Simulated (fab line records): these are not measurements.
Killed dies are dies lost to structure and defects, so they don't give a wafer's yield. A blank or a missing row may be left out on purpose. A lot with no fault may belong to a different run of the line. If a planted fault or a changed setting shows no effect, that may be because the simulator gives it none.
fab line records    flow sky130
record: lots: 6  wafers: 18  last_day: 50
route steps=708 shown NWELL@65 PAD_OPEN@708
lots with no fault: from the same line, run without faults
start_h: hours from the record's first day to the start of the lot's first wafer shown    wait_h: time in hours since the lot's previous step    " same as the row above    L1.1+2: one row covering several wafers at once    - no value present, or no start provided    * or withheld: withheld    < > ~ a bound
route shown NAME@n: NAME is a module with steps in the file, n the number in the route of the first one    usual: mean/standard deviation of fault-free wafers    same: alike in all rows    chamber/n: place in a boat    sites: per-site readings    _std_site: standard deviation across them    _edge_site: outer sites' mean less inner sites'    radius_mm: for every site, how far away it sits from the centre of the wafer    mask NAME#n: copy n    behind: the most recent tool/chamber to have shaped the wafer    hold: reason for holding the lot/hours on hold/outcome of the hold    device: whichever transistor did not switch (one of n, p or np)    end of line: at the end of the route, the tests of the same wafers    a step with no rows: only its recipe    killed: count of dies lost to structure and defects at first sort (not the wafer's yield)    map: the dies of a wafer, with x for killed, . for not killed, _ for no die there
set.NAME: the setting that was run; set.NAME@STEP: the one run at that earlier step    model.NAME: the simulator's own value behind a step, which no gauge read
lots seen at some steps along the route; tables by step, rows by wafer
services: from which hour (start_h, from the record's first day; less than 0 if before it) a tool's chamber was out of use, for how many hours, and why
== steps ==
step: SKY_NWELL_IMPLANT_12
recipe: species: P  energy_kev: 120  dose_cm2: 1.3e+12  tilt_deg: withheld
step: SKY_NWELL_IMPLANT_13
recipe: species: P  energy_kev: 50  dose_cm2: 7e+11  tilt_deg: withheld
step: SKY_NWELL_STRIP_14
recipe: chemistry: O2/N2  power_w: 1400  pressure_mtorr: 1500  platen_temp_c: withheld  o2_flow_sccm: 3000  n2_flow_sccm: 300  overash_fraction: 0.5
usual: drypump_motor_current_A: 5.6/0.57  n2_flow_sccm: 300.2/0.84  o2_flow_sccm: 3000/9  oes_product_au: 0.722/0.0046  strip_time_to_endpoint_s: 36.92/0.12
lot.wafer  tool             chamber  start_h  wait_h  drypump_motor_current_A  n2_flow_sccm  o2_flow_sccm  oes_product_au  rf_hours_counter_h  strip_time_to_endpoint_s
L372.1     plasma_asher-04  1        111.65   0.1     6.0                      299.8         3003          0.717           29                  36.96
L372.2     "                0        "        "       5.8                      301.9         2999          0.721           29                  36.94
L372.3     "                0        "        "       5.8                      301.9         3007          0.721           -                   36.91
L374.1     plasma_asher-02  0        117.59   0.1     4.9                      299.1         3003          0.719           45                  36.83
L374.5     "                1        "        "       5.4                      300.2         3008          0.723           -                   36.81
L374.6     "                0        "        "       4.9                      300.0         2993          0.724           -                   36.81
L379.1     plasma_asher-04  0        144.74   0.1     5.8                      299.8         2991          0.724           32                  36.97
L379.4     "                1        "        "       6.0                      299.9         3014          0.723           -                   36.89
L379.6     "                0        "        "       5.8                      301.1         2992          0.723           -                   36.77
L381.4     plasma_asher-03  1        152.81   0.1     6.3                      300.9         3000          0.723           -                   37.02
L381.5     "                0        "        "       4.9                      299.0         2996          0.729           -                   37.02
L381.6     "                1        "        "       6.3                      300.4         2999          0.723           -                   36.95
L382.2     plasma_asher-03  0        155.70   0.1     4.9                      299.3         2988          0.714           4                   37.02
L382.3     "                1        "        "       6.3                      299.2         2991          0.715           -                   36.93
L382.6     "                0        "        "       4.9                      298.9         3002          0.724           -                   37.04
L392.1     plasma_asher-03  0        214.72   0.1     4.9                      299.7         2998          0.730           10                  36.83
L392.2     "                1        "        "       6.3                      299.5         3006          0.723           10                  36.98
L392.6     "                0        "        "       4.9                      299.0         2991          0.722           -                   36.85
step: SKY_NWELL_TW_MEAS_15
usual: NWELL_TW: 1816/17
lot.wafer  tool           chamber  start_h  wait_h  NWELL_TW
L372.1     film_metro-03  -        111.75   0.1     1834
L372.2     "              -        "        "       1839
L372.3     "              -        "        "       1831
L374.1     film_metro-02  -        117.69   0.1     1811
L374.5     "              -        "        "       1815
L374.6     "              -        "        "       1817
L379.1     film_metro-03  -        144.84   0.1     1832
L379.4     "              -        "        "       1826
L379.6     "              -        "        "       1833
L381.4     film_metro-04  -        152.90   0.1     1823
L381.5     "              -        "        "       1830
L381.6     "              -        "        "       1825
L382.2     film_metro-03  -        155.81   0.1     1826
L382.3     "              -        "        "       1828
L382.6     "              -        "        "       1825
L392.1     film_metro-02  -        214.82   0.1     1799
L392.2     "              -        "        "       1795
L392.6     "              -        "        "       1793
step: SKY_NWELL_DEHYDRATE_16
recipe: temp_c: 200  time_s: 60
step: SKY_NWELL_HMDS_17
recipe: prime_time_s: 60  prime_temp_c: 120
step: SKY_NWELL_COAT_18
recipe: spin_rpm: 2000  resist_thk_nm: 3000
step: SKY_NWELL_SOFTBAKE_19
recipe: temp_c: 110  time_s: withheld
step: SKY_NWELL_EXPOSE_20
recipe: mask_id: NWM_COMPLEMENT  na: 0.6  source_shape: conventional  sigma_outer: 0.6  polarization: unpolarized  target_cd_nm: 840  dose_mj: 260
step: SKY_NWELL_PEB_21
recipe: temp_c: 115  time_s: withheld
step: SKY_NWELL_DEVELOP_22
recipe: wall_angle_deg: 90  developer: TMAH  develop_time_s: 60  dev_temp_c: 23
step: SKY_NWELL_OVL_MEAS_23
usual: NWELL_01_OVL: -0.5/1.4
lot.wafer  tool        chamber  start_h  wait_h  NWELL_01_OVL[nm]
L372.1     overlay-02  -        130.61   -       0.0
L372.2     "           -        "        "       -0.1
L372.3     "           -        "        "       0.4
L374.1     overlay-01  -        136.61   -       -1.2
L374.5     "           -        "        "       -1.5
L374.6     "           -        "        "       -3.0
L379.1     overlay-02  -        164.77   -       -3.1
L379.4     "           -        "        "       -1.4
L379.6     "           -        "        "       -1.1
L381.4     overlay-02  -        172.56   -       -1.7
L381.5     "           -        "        "       -1.5
L381.6     "           -        "        "       -2.0
L382.2     overlay-02  -        175.41   -       -0.5
L382.3     "           -        "        "       0.3
L382.6     "           -        "        "       -1.4
L392.1     overlay-01  -        237.95   -       2.5
L392.2     "           -        "        "       2.1
L392.6     "           -        "        "       2.2
step: SKY_NWELL_IMPLANT_24
recipe: species: B  energy_kev: 140  dose_cm2: 9.2e+12  tilt_deg: withheld
usual: beam_on_s: 9.99/0.18  faraday_current_uA: 51.9/0.94
lot.wafer  tool          chamber  start_h  wait_h  beam_on_s  faraday_current_uA
L372.1     implanter-01  0        130.64   0.0     9.85       52.8
L372.2     "             0        "        "       9.90       52.1
L372.3     "             0        "        "       10.35      50.1
L374.1     implanter-03  0        136.64   0.0     9.91       52.4
L374.5     "             0        "        "       10.01      51.5
L374.6     "             0        "        "       10.00      52.3
L379.1     implanter-01  0        164.80   0.0     9.78       53.2
L379.4     "             0        "        "       10.05      51.4
L379.6     "             0        "        "       9.98       52.0
L381.4     implanter-01  0        172.65   0.1     7.62       67.7
L381.5     "             0        "        "       7.57       68.5
L381.6     "             0        "        "       8.08       64.2
L382.2     implanter-01  0        175.47   0.0     7.81       66.1
L382.3     "             0        "        "       7.80       66.7
L382.6     "             0        "        "       7.76       67.3
L392.1     implanter-03  0        237.99   0.0     9.72       53.0
L392.2     "             0        "        "       10.00      51.9
L392.6     "             0        "        "       9.80       52.7
step: SKY_NWELL_STRIP_25
recipe: chemistry: O2/N2  power_w: 1400  pressure_mtorr: 1500  platen_temp_c: withheld  o2_flow_sccm: 3000  n2_flow_sccm: 300  overash_fraction: 0.5
usual: drypump_motor_current_A: 5.4/0.5  n2_flow_sccm: 300.1/0.91  o2_flow_sccm: 3000/9.7  oes_product_au: 0.722/0.0042  strip_time_to_endpoint_s: 36.92/0.11
lot.wafer  tool             chamber  start_h  wait_h  drypump_motor_current_A  n2_flow_sccm  o2_flow_sccm  oes_product_au  rf_hours_counter_h  strip_time_to_endpoint_s
L372.1     plasma_asher-02  0        130.79   0.1     5.0                      300.1         3001          0.720           46                  37.10
L372.2     "                1        "        "       5.4                      301.5         2998          0.720           46                  37.05
L372.3     "                1        "        "       5.4                      301.5         2991          0.718           -                   37.24
L374.1     plasma_asher-02  0        136.79   0.1     4.9                      300.1         2989          0.727           47                  37.03
L374.5     "                1        "        "       5.4                      299.0         3000          0.718           -                   36.94
L374.6     "                0        "        "       5.0                      299.3         2979          0.720           -                   36.89
L379.1     plasma_asher-04  0        164.95   0.1     5.8                      301.1         3005          0.723           34                  36.95
L379.4     "                1        "        "       6.0                      300.4         3011          0.711           -                   36.92
L379.6     "                0        "        "       5.8                      300.9         3014          0.725           -                   36.90
L381.4     plasma_asher-02  1        172.76   0.1     5.4                      301.1         2991          0.723           -                   36.80
L381.5     "                0        "        "       4.9                      297.9         3004          0.726           -                   36.76
L381.6     "                1        "        "       5.4                      300.3         2993          0.725           -                   36.87
L382.2     plasma_asher-02  0        175.59   0.1     4.9                      298.6         3002          0.723           51                  37.02
L382.3     "                1        "        "       5.4                      301.9         2991          0.723           -                   36.99
L382.6     "                1        "        "       5.4                      300.7         2994          0.722           -                   37.01
L392.1     plasma_asher-02  0        238.14   0.1     4.9                      300.1         2999          0.723           55                  36.87
L392.2     "                1        "        "       5.4                      300.9         3006          0.718           55                  36.78
L392.6     "                0        "        "       4.9                      300.3         3023          0.720           -                   36.85
step: SKY_NWELL_TW_MEAS_26
usual: NWELL_2_TW: 497/4.3
lot.wafer  tool           chamber  start_h  wait_h  NWELL_2_TW
L372.1     film_metro-04  -        130.89   0.1     505
L372.2     "              -        "        "       504
L372.3     "              -        "        "       503
L374.1     film_metro-04  -        136.89   0.1     503
L374.5     "              -        "        "       503
L374.6     "              -        "        "       504
L379.1     film_metro-03  -        165.05   0.1     498
L379.4     "              -        "        "       498
L379.6     "              -        "        "       495
L381.4     film_metro-03  -        172.85   0.1     459
L381.5     "              -        "        "       459
L381.6     "              -        "        "       459
L382.2     film_metro-02  -        175.70   0.1     454
L382.3     "              -        "        "       455
L382.6     "              -        "        "       452
L392.1     film_metro-04  -        238.24   0.1     500
L392.2     "              -        "        "       503
L392.6     "              -        "        "       504
step: SKY_NWELL_CLEAN_27
recipe: chemistry: SC1/SC2  mix: 1:4:20  temp_c: 70  time_s: 150  dry: n2_spin
step: SKY_PAD_OPEN_PROBE_99
usual: killed_at_M0_to_M3: 43/7  killed_at_M4_up: 3.1/1.9  killed_at_contacts: 25/6.1  killed_at_front_end: 15/4.5  killed_at_other: 0.3/0.55  killed_dies: 87/8.9  killed_open: 47/6.4  killed_short: 40/6.6
same: gross_dies: 492  killed_at_back_side: 0
lot.wafer  tool       chamber  start_h  wait_h  killed_at_M0_to_M3  killed_at_M4_up  killed_at_contacts  killed_at_front_end  killed_at_other  killed_dies  killed_open  killed_short  model.etest.pfet_16v.r_on_ohm_um  model.etest.res_iso_pwell.rs_ohm_sq  model.etest.res_pwell_under_gate.rs_ohm_sq  model.etest.res_iso_pwell.line_ohm_um  model.etest.pfet_16v.drive_ua_um  model.etest.res_nwell.width_nm  model.etest.res_iso_pwell.width_nm  model.etest.field_n.vt_v
L372.1     prober-01  -        1109.12  0.1     49                  2                25                  10                   0                86           41           45            1.473e+04                         2881                                 2290                                        1078                                   250.9                             828.8                           2650                                35.41
L372.2     prober-01  -        1109.17  0.1     39                  5                27                  12                   0                83           47           35            1.48e+04                          2929                                 2270                                        1102                                   246.4                             831.3                           2655                                35.79
L372.3     prober-01  -        1109.22  0.2     40                  4                35                  13                   0                92           47           44            1.46e+04                          2752                                 2287                                        1023                                   250.2                             827.9                           2668                                34.45
L374.1     prober-02  -        1110.62  0.1     36                  4                32                  11                   0                83           41           42            1.501e+04                         3212                                 2290                                        1216                                   252                               841.2                           2643                                35.65
L374.5     prober-02  -        1110.82  0.2     55                  4                27                  11                   0                97           47           50            1.487e+04                         3198                                 2274                                        1200                                   254.1                             844.1                           2625                                35.77
L374.6     prober-02  -        1110.87  0.2     43                  3                38                  14                   2                100          45           55            1.519e+04                         3259                                 2292                                        1236                                   249.8                             848.1                           2634                                35.68
L379.1     prober-01  -        1137.51  0.1     54                  1                25                  17                   1                98           52           46            1.56e+04                          2784                                 2277                                        1048                                   230.7                             834.5                           2639                                35.28
L379.4     prober-01  -        1137.66  0.2     44                  3                23                  16                   1                87           52           35            1.561e+04                         2706                                 2290                                        1015                                   232                               833.8                           2654                                34.69
L379.6     prober-01  -        1137.76  0.2     48                  6                20                  14                   0                88           44           44            1.561e+04                         2749                                 2296                                        1033                                   231                               836.6                           2640                                34.96
L381.4     prober-01  -        1146.17  0.2     41                  4                24                  23                   1                93           45           46            1.719e+04                         3668                                 2741                                        1388                                   215.7                             842.4                           2626                                31.22
L381.5     prober-01  -        1146.22  0.2     48                  2                14                  18                   2                84           40           40            1.703e+04                         3665                                 2733                                        1398                                   216.1                             843.2                           2649                                31.19
L381.6     prober-01  -        1146.27  0.2     43                  2                31                  12                   1                89           49           38            1.749e+04                         3716                                 2723                                        1396                                   212.8                             845.4                           2641                                31.37
L382.2     prober-02  -        1148.36  0.1     32                  6                26                  19                   0                83           47           35            1.692e+04                         3562                                 2707                                        1338                                   219.1                             844.8                           2629                                30.9
L382.3     prober-02  -        1148.41  0.2     49                  5                17                  16                   0                87           55           31            1.724e+04                         3734                                 2707                                        1405                                   215.5                             846.3                           2631                                31.44
L382.6     prober-02  -        1148.56  0.2     46                  8                24                  9                    1                88           45           43            1.744e+04                         3860                                 2714                                        1475                                   212                               851.1                           2639                                31.6
L392.1     prober-01  -        1198.71  0.1     38                  2                23                  16                   0                79           38           41            1.573e+04                         3354                                 2280                                        1275                                   241.6                             850.5                           2631                                36.81
L392.2     prober-01  -        1198.76  0.1     48                  1                23                  9                    0                81           47           34            1.493e+04                         3033                                 2269                                        1152                                   248.9                             837                             2649                                36.1
L392.6     prober-01  -        1198.96  0.2     53                  8                26                  20                   0                107          53           54            1.537e+04                         3280                                 2283                                        1251                                   245.5                             843.1                           2643                                36.7
killed by level:class
L372.1 CONTACT:geometric_particle:open=9 VIA1:geometric_particle:open=9 METAL3:geometric_particle:short=7 LI_CONTACT:geometric_particle:short=6 METAL2:geometric_particle:short=6 FIELD_ISO:geometric_particle:open=5 METAL1:geometric_particle:short=5 VIA2:geometric_particle:open=5
L372.2 LI_CONTACT:geometric_particle:open=12 VIA1:geometric_particle:open=8 CONTACT:geometric_particle:open=7 VIA1:geometric_particle:short=7 VIA2:geometric_particle:open=6 VIA3:geometric_particle:open=5 METAL2:geometric_particle:short=4 FIELD_ISO:geometric_particle:short=3
L372.3 CONTACT:geometric_particle:open=12 LI_CONTACT:geometric_particle:open=11 VIA3:geometric_particle:open=9 METAL1:geometric_particle:short=7 CONTACT:geometric_particle:short=5 METAL2:geometric_particle:short=5 VIA1:geometric_particle:open=5 POLY_GATE:geometric_particle:short=4
L374.1 CONTACT:geometric_particle:short=9 LOCAL_INTERCONNECT:geometric_particle:short=8 VIA2:geometric_particle:open=8 LI_CONTACT:geometric_particle:open=7 CONTACT:geometric_particle:open=6 VIA1:geometric_particle:open=6 METAL2:geometric_particle:short=6 FIELD_ISO:geometric_particle:short=4
L374.5 VIA1:geometric_particle:open=13 LI_CONTACT:geometric_particle:open=8 CONTACT:geometric_particle:open=8 METAL1:geometric_particle:short=8 METAL2:geometric_particle:short=6 CONTACT:geometric_particle:short=5 FIELD_ISO:geometric_particle:short=5 LOCAL_INTERCONNECT:geometric_particle:short=5
L374.6 CONTACT:geometric_particle:short=11 VIA2:geometric_particle:open=8 CONTACT:geometric_particle:open=8 LI_CONTACT:geometric_particle:open=7 LOCAL_INTERCONNECT:geometric_particle:short=6 VIA1:geometric_particle:open=6 VIA3:geometric_particle:open=6 METAL2:geometric_particle:short=6
L379.1 CONTACT:geometric_particle:open=11 VIA1:geometric_particle:open=10 METAL2:geometric_particle:short=9 VIA3:geometric_particle:open=8 VIA2:geometric_particle:open=7 FIELD_ISO:geometric_particle:short=6 LI_CONTACT:geometric_particle:open=6 METAL1:geometric_particle:short=5
L379.4 VIA1:geometric_particle:open=10 VIA2:geometric_particle:open=10 CONTACT:geometric_particle:open=9 CONTACT:geometric_particle:short=8 VIA3:geometric_particle:open=5 FIELD_ISO:geometric_particle:open=4 METAL2:geometric_particle:short=4 VIA2:geometric_particle:short=4
L379.6 VIA1:geometric_particle:open=22 CONTACT:geometric_particle:open=7 FIELD_ISO:geometric_particle:short=6 METAL1:geometric_particle:short=5 METAL2:geometric_particle:short=5 METAL4:geometric_particle:short=5 LOCAL_INTERCONNECT:geometric_particle:short=4 VIA1:geometric_particle:short=4
L381.4 FIELD_ISO:geometric_particle:short=8 CONTACT:geometric_particle:open=7 VIA3:geometric_particle:open=7 LI_CONTACT:geometric_particle:open=5 METAL1:geometric_particle:short=5 METAL2:geometric_particle:short=5 FIELD_ISO:geometric_particle:open=4 LI_CONTACT:geometric_particle:short=4
L381.5 VIA2:geometric_particle:open=13 METAL2:geometric_particle:short=9 VIA1:geometric_particle:open=7 POLY_GATE:geometric_particle:open=6 VIA3:geometric_particle:open=4 POLY_GATE:geometric_particle:short=4 CONTACT:geometric_particle:short=4 METAL1:geometric_particle:short=4
L381.6 CONTACT:geometric_particle:open=15 VIA1:geometric_particle:open=11 METAL2:geometric_particle:short=6 VIA2:geometric_particle:open=5 VIA1:geometric_particle:short=5 FIELD_ISO:geometric_particle:short=4 LI_CONTACT:geometric_particle:open=4 LOCAL_INTERCONNECT:geometric_particle:short=4
L382.2 CONTACT:geometric_particle:open=9 VIA2:geometric_particle:open=7 FIELD_ISO:geometric_particle:open=6 CONTACT:geometric_particle:short=6 POLY_GATE:geometric_particle:open=5 LI_CONTACT:geometric_particle:open=5 VIA1:geometric_particle:open=5 VIA3:geometric_particle:open=5
L382.3 VIA3:geometric_particle:open=11 VIA1:geometric_particle:open=10 FIELD_ISO:geometric_particle:open=6 POLY_GATE:geometric_particle:open=6 CONTACT:geometric_particle:open=6 VIA2:geometric_particle:open=6 VIA1:geometric_particle:short=5 LI_CONTACT:geometric_particle:open=4
L382.6 VIA1:geometric_particle:open=9 VIA3:geometric_particle:open=9 CONTACT:geometric_particle:open=8 METAL4:geometric_particle:short=7 VIA3:geometric_particle:short=7 LI_CONTACT:geometric_particle:open=6 VIA2:geometric_particle:open=6 LI_CONTACT:geometric_particle:short=4
L392.1 CONTACT:geometric_particle:open=9 VIA1:geometric_particle:open=9 METAL2:geometric_particle:short=8 FIELD_ISO:geometric_particle:short=6 LOCAL_INTERCONNECT:geometric_particle:short=5 METAL1:geometric_particle:short=5 POLY_GATE:geometric_particle:short=4 LI_CONTACT:geometric_particle:open=4
L392.2 VIA3:geometric_particle:open=10 VIA1:geometric_particle:open=9 CONTACT:geometric_particle:short=6 METAL2:geometric_particle:short=6 FIELD_ISO:geometric_particle:open=5 CONTACT:geometric_particle:open=5 VIA2:geometric_particle:short=5 VIA3:geometric_particle:short=5
L392.6 VIA1:geometric_particle:open=14 LI_CONTACT:geometric_particle:open=7 CONTACT:geometric_particle:open=7 METAL2:geometric_particle:short=7 FIELD_ISO:geometric_particle:short=6 VIA1:geometric_particle:short=6 METAL4:geometric_particle:short=6 VIA2:geometric_particle:short=6
== services ==
tool             chamber  start_h  hours  kind
plasma_asher-03  -        108.75   9.0    pm
plasma_asher-03  0        108.75   9.0    vent_cycle
plasma_asher-03  1        108.75   9.0    vent_cycle
plasma_asher-03  -        110.28   3.5    repair
plasma_asher-04  -        112.68   1.3    repair
plasma_asher-03  0        117.75   -      clean
plasma_asher-03  1        117.75   -      clean
implanter-03     -        127.09   0.7    repair
plasma_asher-02  -        153.70   0.9    repair
plasma_asher-02  -        184.78   1.8    repair
plasma_asher-02  -        201.39   14.6   pm
implanter-01     -        223.06   3.5    repair
== key ==
first_sign: step: SKY_NWELL_IMPLANT_24  reading: faraday_current_uA  direction: up  sigmas: 16  usual: 51.9  struck: 66.8
effect: step: SKY_NWELL_IMPLANT_24  reading: beam_on_s  direction: down  sigmas: 12  usual: 9.99  struck: 7.77
effect: step: SKY_NWELL_TW_MEAS_26  reading: NWELL_2_TW  direction: down  sigmas: 9.7  usual: 497  struck: 456
model_effect: step: SKY_PAD_OPEN_PROBE_99  value: etest.pfet_16v.r_on_ohm_um  without: 1.503e+04  struck: 1.722e+04
met_at SKY_NWELL_IMPLANT_24
struck_wafers L381.4,L381.5,L381.6,L382.2,L382.3,L382.6
tester_left_out L381,L382
onset_between 164.80 172.65
fault: kind: process_parameter_drift  tool: implanter-01  chamber: -  onset_h: 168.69  steps: SKY_NWELL_IMPLANT_24  channel: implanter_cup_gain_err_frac  offset: 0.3  shape: step  end_h: 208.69
tester_left_out: of these lots the tester's yield and bins aren't shown, on N5 and GAA mostly nor the transistor test; their killed dies are dies lost to structure and defects alone, not to doping, threshold or leakage, so they don't give the yield
